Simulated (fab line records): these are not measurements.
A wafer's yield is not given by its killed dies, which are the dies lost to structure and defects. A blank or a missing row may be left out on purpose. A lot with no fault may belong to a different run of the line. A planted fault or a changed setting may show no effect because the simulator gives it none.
Which tool did it? -- flow sky130 -- 21 wafers sampled from 7 lots at 1 step of a route of 708

WHAT EACH GAUGE READ, for each wafer
SKY_LI_CONTACT_THK_MEAS_01.
lot,measured,on,LI_CONTACT_HDPCVD_THK (nm)
L293,day 27 15:32,filmMetro-01,936 934 938
L298,day 30 02:25,filmMetro-01,934 937 947
L301,day 30 12:29,filmMetro-02,959 953 945
L307,day 32 14:44,filmMetro-02,941 938 950
L309,day 33 03:06,filmMetro-01,956 941 949
L315,day 35 05:23,filmMetro-01,951 939 931
L316,day 35 11:53,filmMetro-03,933 946 945

EACH LOT AND THE TOOL THAT RAN IT (in order: tool; ch and the chambers of the sampled wafers; start)
There is no process step in the record ahead of these readings.

THE ANSWER, worked out from the rows above alone
Rule: usual is defined by the lots themselves. The widest of any qualifying gaps counts: lots, ordered by their means at a reading, are off when they make up no more than a third of the lots, leave a main group of 4 or more, and stand apart from it by 3 or more times the standard deviation of that group's means. A main group is skipped when, at the precision printed for the reading in the tables above, its means are all equal. A lot without any number at a reading at which 4 lots or more have one is off too. The other lots that the step has rows for count as sound.
No lot is off at any reading shown: from this, nothing can be told.

WHAT WAS PUT IN BY THE SIMULATOR
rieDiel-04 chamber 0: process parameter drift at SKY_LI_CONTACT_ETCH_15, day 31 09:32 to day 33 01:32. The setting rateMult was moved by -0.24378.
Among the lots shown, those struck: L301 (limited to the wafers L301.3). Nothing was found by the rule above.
